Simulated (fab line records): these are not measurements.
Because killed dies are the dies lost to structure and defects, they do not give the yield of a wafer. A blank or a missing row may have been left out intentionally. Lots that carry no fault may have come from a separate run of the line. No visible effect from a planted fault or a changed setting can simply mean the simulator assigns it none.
Which tool did it? || flow gf180mcu || 14 lots with 39 wafers sampled at 2 steps, on a route of 602 steps

## WHAT THE GAUGES SHOWED, per wafer
GF_DUAL_GATE_THK_MEAS_03. Usual: DUAL_GATE_OXIDATION_00_THK gives 10.87 nm (standard deviation 0.23).
{"lot": "L377", "measured": "day 7 15:28", "on": "film_metro-01", "DUAL_GATE_OXIDATION_00_THK (nm)": "10.62 10.96 10.80", "flag": ""}
{"lot": "L378", "measured": "day 7 20:32", "on": "film_metro-01", "DUAL_GATE_OXIDATION_00_THK (nm)": "10.97 11.10 11.08", "flag": ""}
{"lot": "L381", "measured": "day 8 17:43", "on": "film_metro-02", "DUAL_GATE_OXIDATION_00_THK (nm)": "10.80 10.96 10.89", "flag": ""}
{"lot": "L382", "measured": "day 9 01:05", "on": "film_metro-01", "DUAL_GATE_OXIDATION_00_THK (nm)": "10.70 10.74 10.85", "flag": ""}
{"lot": "L383", "measured": "day 9 08:51", "on": "film_metro-02", "DUAL_GATE_OXIDATION_00_THK (nm)": "11.28 11.18 11.03", "flag": ""}
{"lot": "L384", "measured": "day 9 13:58", "on": "film_metro-03", "DUAL_GATE_OXIDATION_00_THK (nm)": "10.91 10.85 11.16", "flag": ""}
{"lot": "L389", "measured": "day 11 01:09", "on": "film_metro-03", "DUAL_GATE_OXIDATION_00_THK (nm)": "11.30 11.24 11.19", "flag": ""}
{"lot": "L391", "measured": "day 11 17:05", "on": "film_metro-01", "DUAL_GATE_OXIDATION_00_THK (nm)": "11.04 10.74", "flag": ""}
{"lot": "L392", "measured": "day 11 23:40", "on": "film_metro-01", "DUAL_GATE_OXIDATION_00_THK (nm)": "10.68 10.71", "flag": ""}
{"lot": "L393", "measured": "day 12 04:00", "on": "film_metro-02", "DUAL_GATE_OXIDATION_00_THK (nm)": "10.83 10.65", "flag": ""}
{"lot": "L394", "measured": "day 12 09:33", "on": "film_metro-02", "DUAL_GATE_OXIDATION_00_THK (nm)": "10.47 10.67 10.85", "flag": ""}
{"lot": "L396", "measured": "day 13 07:20", "on": "film_metro-01", "DUAL_GATE_OXIDATION_00_THK (nm)": "10.48 10.78 10.54", "flag": ""}
{"lot": "L397", "measured": "day 13 15:29", "on": "film_metro-01", "DUAL_GATE_OXIDATION_00_THK (nm)": "10.72 10.55 10.66", "flag": ""}
{"lot": "L400", "measured": "day 14 06:22", "on": "film_metro-02", "DUAL_GATE_OXIDATION_00_THK (nm)": "10.75 10.75 10.69", "flag": ""}

## EACH LOT AND THE TOOL THAT RAN IT (in order: tool; ch and the chambers of the sampled wafers; start)
{"lot": "L377", "GF_VT_IMPLANT_STRIP_42": "plasma_asher-01 ch 0,1, day 7 13:02"}
{"lot": "L378", "GF_VT_IMPLANT_STRIP_42": "plasma_asher-03 ch 0,1, day 7 18:07"}
{"lot": "L381", "GF_VT_IMPLANT_STRIP_42": "plasma_asher-02 ch 0,1, day 8 15:02"}
{"lot": "L382", "GF_VT_IMPLANT_STRIP_42": "plasma_asher-01 ch 0,1, day 8 22:36"}
{"lot": "L383", "GF_VT_IMPLANT_STRIP_42": "plasma_asher-02 ch 0,1, day 9 06:26"}
{"lot": "L384", "GF_VT_IMPLANT_STRIP_42": "plasma_asher-01 ch 0,1, day 9 11:10"}
{"lot": "L389", "GF_VT_IMPLANT_STRIP_42": "plasma_asher-03 ch 0,1, day 10 22:41"}
{"lot": "L391", "GF_VT_IMPLANT_STRIP_42": "plasma_asher-01 ch 0, day 11 14:15"}
{"lot": "L392", "GF_VT_IMPLANT_STRIP_42": "plasma_asher-03 ch 0,1, day 11 20:26"}
{"lot": "L393", "GF_VT_IMPLANT_STRIP_42": "plasma_asher-03 ch 0, day 12 00:22"}
{"lot": "L394", "GF_VT_IMPLANT_STRIP_42": "plasma_asher-03 ch 0,1, day 12 07:06"}
{"lot": "L396", "GF_VT_IMPLANT_STRIP_42": "plasma_asher-03 ch 0,1, day 12 23:20"}
{"lot": "L397", "GF_VT_IMPLANT_STRIP_42": "plasma_asher-03 ch 0,1, day 13 07:35"}
{"lot": "L400", "GF_VT_IMPLANT_STRIP_42": "plasma_asher-01 ch 0,1, day 13 23:23"}
- GF_VT_IMPLANT_STRIP_42: strips in O2/N2.

## WHAT THE TOOLS THEMSELVES READ (means of the sampled wafers that have a number; where no wafer has one, the mark that the record gives instead)
GF_VT_IMPLANT_STRIP_42. Usual: drypump_motor_current_A 5.6 A, standard deviation 0.62; heater_power_w 341 W, standard deviation 21; oes_product_au 0.715 a.u., standard deviation 0.0048; strip_time_to_endpoint_s 12.64 s, standard deviation 0.036.
{"lot": "L377", "tool": "plasma_asher-01", "drypump_motor_current_A (A)": 5.5, "heater_power_w (W)": 337, "oes_product_au (a.u.)": 0.715, "strip_time_to_endpoint_s (s)": 12.55, "flag": ""}
{"lot": "L378", "tool": "plasma_asher-03", "drypump_motor_current_A (A)": 5.4, "heater_power_w (W)": 337, "oes_product_au (a.u.)": 0.712, "strip_time_to_endpoint_s (s)": 12.62, "flag": ""}
{"lot": "L381", "tool": "plasma_asher-02", "drypump_motor_current_A (A)": 5.4, "heater_power_w (W)": 343, "oes_product_au (a.u.)": 0.719, "strip_time_to_endpoint_s (s)": 12.65, "flag": ""}
{"lot": "L382", "tool": "plasma_asher-01", "drypump_motor_current_A (A)": 5.4, "heater_power_w (W)": 355, "oes_product_au (a.u.)": 0.715, "strip_time_to_endpoint_s (s)": 12.65, "flag": ""}
{"lot": "L383", "tool": "plasma_asher-02", "drypump_motor_current_A (A)": 5.5, "heater_power_w (W)": 341, "oes_product_au (a.u.)": 0.716, "strip_time_to_endpoint_s (s)": 12.62, "flag": ""}
{"lot": "L384", "tool": "plasma_asher-01", "drypump_motor_current_A (A)": 5.5, "heater_power_w (W)": 333, "oes_product_au (a.u.)": 0.717, "strip_time_to_endpoint_s (s)": 12.62, "flag": ""}
{"lot": "L389", "tool": "plasma_asher-03", "drypump_motor_current_A (A)": 6.0, "heater_power_w (W)": 333, "oes_product_au (a.u.)": 0.714, "strip_time_to_endpoint_s (s)": 12.63, "flag": ""}
{"lot": "L391", "tool": "plasma_asher-01", "drypump_motor_current_A (A)": 5.6, "heater_power_w (W)": 320, "oes_product_au (a.u.)": 0.711, "strip_time_to_endpoint_s (s)": 12.63, "flag": ""}
{"lot": "L392", "tool": "plasma_asher-03", "drypump_motor_current_A (A)": 5.7, "heater_power_w (W)": 336, "oes_product_au (a.u.)": 0.711, "strip_time_to_endpoint_s (s)": 12.64, "flag": ""}
{"lot": "L393", "tool": "plasma_asher-03", "drypump_motor_current_A (A)": 6.5, "heater_power_w (W)": 313, "oes_product_au (a.u.)": 0.716, "strip_time_to_endpoint_s (s)": 12.61, "flag": ""}
{"lot": "L394", "tool": "plasma_asher-03", "drypump_motor_current_A (A)": 5.4, "heater_power_w (W)": 346, "oes_product_au (a.u.)": 0.715, "strip_time_to_endpoint_s (s)": 12.55, "flag": ""}
{"lot": "L396", "tool": "plasma_asher-03", "drypump_motor_current_A (A)": 5.9, "heater_power_w (W)": 334, "oes_product_au (a.u.)": 0.720, "strip_time_to_endpoint_s (s)": 12.68, "flag": ""}
{"lot": "L397", "tool": "plasma_asher-03", "drypump_motor_current_A (A)": 5.4, "heater_power_w (W)": 338, "oes_product_au (a.u.)": 0.708, "strip_time_to_endpoint_s (s)": 12.69, "flag": ""}
{"lot": "L400", "tool": "plasma_asher-01", "drypump_motor_current_A (A)": 5.4, "heater_power_w (W)": 356, "oes_product_au (a.u.)": 0.721, "strip_time_to_endpoint_s (s)": 12.64, "flag": ""}

## THE ANSWER, worked out from the rows above alone
Rule: take the mean of a lot's wafers that have a number; if it is more than 3 standard deviations from the usual mean, the lot is off. A lot without any number at a reading at which 4 lots or more have one is off too. Any other lot the step has rows for is counted as sound. First the gauges in route order, then the tools' own readings, where a lot's mean is used as printed above. At the first step where some lot is off, the reading lying furthest off is the one used; lots without a number count as furthest.
Nothing can be told from this: no lot is off at any reading shown.

## WHAT WAS PUT IN BY THE SIMULATOR
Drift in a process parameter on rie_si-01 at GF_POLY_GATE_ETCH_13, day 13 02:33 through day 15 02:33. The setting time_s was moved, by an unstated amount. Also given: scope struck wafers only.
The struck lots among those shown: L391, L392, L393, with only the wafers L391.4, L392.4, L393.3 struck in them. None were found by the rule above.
